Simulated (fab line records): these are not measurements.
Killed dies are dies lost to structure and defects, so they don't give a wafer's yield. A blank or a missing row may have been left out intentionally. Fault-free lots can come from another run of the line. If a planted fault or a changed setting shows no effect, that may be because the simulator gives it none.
Struck lot and sound lot, side by side || flow sky130 || 15 steps out of a route of 708
Sound: the wafers L969.1, L969.4, L969.6. Struck: wafers L959.2, L959.4. (L959.1 of the same lot was not struck and is left out.) The cause comes at the end.
At each step with rows: each side's tool, then ch and its chambers, then its first start. Under that, the readings that differ: sound wafers || struck wafers || difference of the means || sigmas: that difference in standard deviations of wafers without a fault.
alike: readings with means less than 2 such deviations apart, plus words and numbers identical on both sides. not compared: withheld readings, readings lacking a value on some wafer, bounds such as >300 that could conceal the same value, and numbers that have no deviation in the record and whose values overlap.
The two part at a step that has a row with sigmas, a row that says differs or no value, or rows on one side only. Numbers that have no deviation but don't overlap get no sigmas and don't part them. A reading that every wafer of one side lacks parts them only if that side has two wafers or more.

SKY_CONTACT_OVL_MEAS_15:
  sound: overlay-01 at day 36 19:11; struck: overlay-01 at day 33 12:38
  alike: CONTACT_OVL
SKY_CONTACT_ETCH_16: etches BARC in N2/H2, stops on SiO2, time 45.9 s, target depth 60 nm.
  sound on rieDiel-02 ch 0,2, day 36 19:13; struck on rieDiel-03 ch 0,3, day 33 12:40
  alike: drypumpMotorCurrentA, oesProductAu, throttleValvePct
  not compared: rfHoursCounterH
SKY_CONTACT_ETCH_17: etches SiO2 in C4F8/O2/Ar, stops on Si3N4, target depth 340 nm.
  sound on rieDiel-02 ch 0,2, day 36 19:16; struck on rieDiel-03 ch 0,3, day 33 12:43
  alike: oesProductAu
SKY_CONTACT_ETCH_18: etches Si3N4 in CHF3/O2, stops on TiN, time 39 s, target depth 75 nm.
  sound: rieDiel-02 ch 0,2; struck: rieDiel-03 ch 0,3
  alike: drypumpMotorCurrentA, oesProductAu, throttleValvePct
  not compared: rfHoursCounterH
SKY_CONTACT_STRIP_19: strips in O2/N2.
  sound on plasmaAsher-03 ch 0, day 36 19:22; struck on plasmaAsher-03 ch 0,1, day 33 12:49
  alike: drypumpMotorCurrentA, o2FlowSccm, oesProductAu, stripTimeToEndpointS
  not compared: rfHoursCounterH
then, 5 steps without rows for these wafers: SKY_CONTACT_STRIP_20 (strips in post etch residue remover, time 1200 s); SKY_CONTACT_CLEAN_21 (cleans in IPA, time 180 s); SKY_CONTACT_CLEAN_22 (cleans in O3/DIW); SKY_CONTACT_SPUTTER_23 (material TiN, target thk 20 nm, time 80 s); SKY_CONTACT_CVD_24 (deposits W, target thk 340 nm, time 102.12 s).
SKY_CONTACT_RS_MEAS_25: uses a four-point probe to measure.
  sound: filmMetro-03 at day 36 20:11; struck: filmMetro-04 at day 33 13:34
  alike: CONTACT_W_RS
SKY_CONTACT_THK_MEAS_26: measures by xrf.
  sound: filmMetro-03 at day 36 20:19; struck: filmMetro-04 at day 33 13:41
  alike: CONTACT_W_THK
SKY_CONTACT_CMP_27: polishes, stops on SiO2, t overpolish 15 s, target thk 0 nm.
  sound on cmp-01 ch 2,3, day 36 20:29; struck on cmp-01 ch 0,2, day 33 13:47
{"reading": "overpolishRunS (s)", "sound": "15.005 14.997 15.017", "struck": "0.036 0.036", "difference": -14.970, "sigmas": "-99 or more"}
{"reading": "timeToEndpointS (s)", "sound": "81.8 78.9 83.9", "struck": "125.3 125.4", "difference": "+43.8", "sigmas": "+15"}
  alike: motorCurrentA
SKY_METAL1_SPUTTER_00: material Ti, target thk 15 nm, time 10 s.
  sound wafers here have rows in the record (pvdSputter-01, day 36 20:47); struck ones have none
-- the record jumps here: 14 days lie between the struck wafers' starts before and after (it left off in module METAL1 and takes up again in module PAD_OPEN, whose first step shown is number 708 of the route) --
SKY_PAD_OPEN_PROBE_99:
  sound: prober-01 at day 50 01:50; struck: prober-02 at day 47 15:35
{"reading": "killedAtContacts", "sound": "21 15 22", "struck": "427 428", "difference": "+408", "sigmas": "+80"}
{"reading": "killedDies", "sound": "87 92 96", "struck": "492 492", "difference": "+400", "sigmas": "+45"}
{"reading": "killedOnRim", "sound": "15 20 16", "struck": "96 96", "difference": "+79", "sigmas": "+22"}
  alike: killed_at_M0_to_M3, killed_at_M4_up, killedAtFrontEnd, killedAtOther, killedOpen, killedShort

WHERE THEY PART
First at SKY_CONTACT_CMP_27; last, within this record, at SKY_PAD_OPEN_PROBE_99.

WHY: what had been put in by the simulator
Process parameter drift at SKY_CONTACT_CMP_27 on cmp-01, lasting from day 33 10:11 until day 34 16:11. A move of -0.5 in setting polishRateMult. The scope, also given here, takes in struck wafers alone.
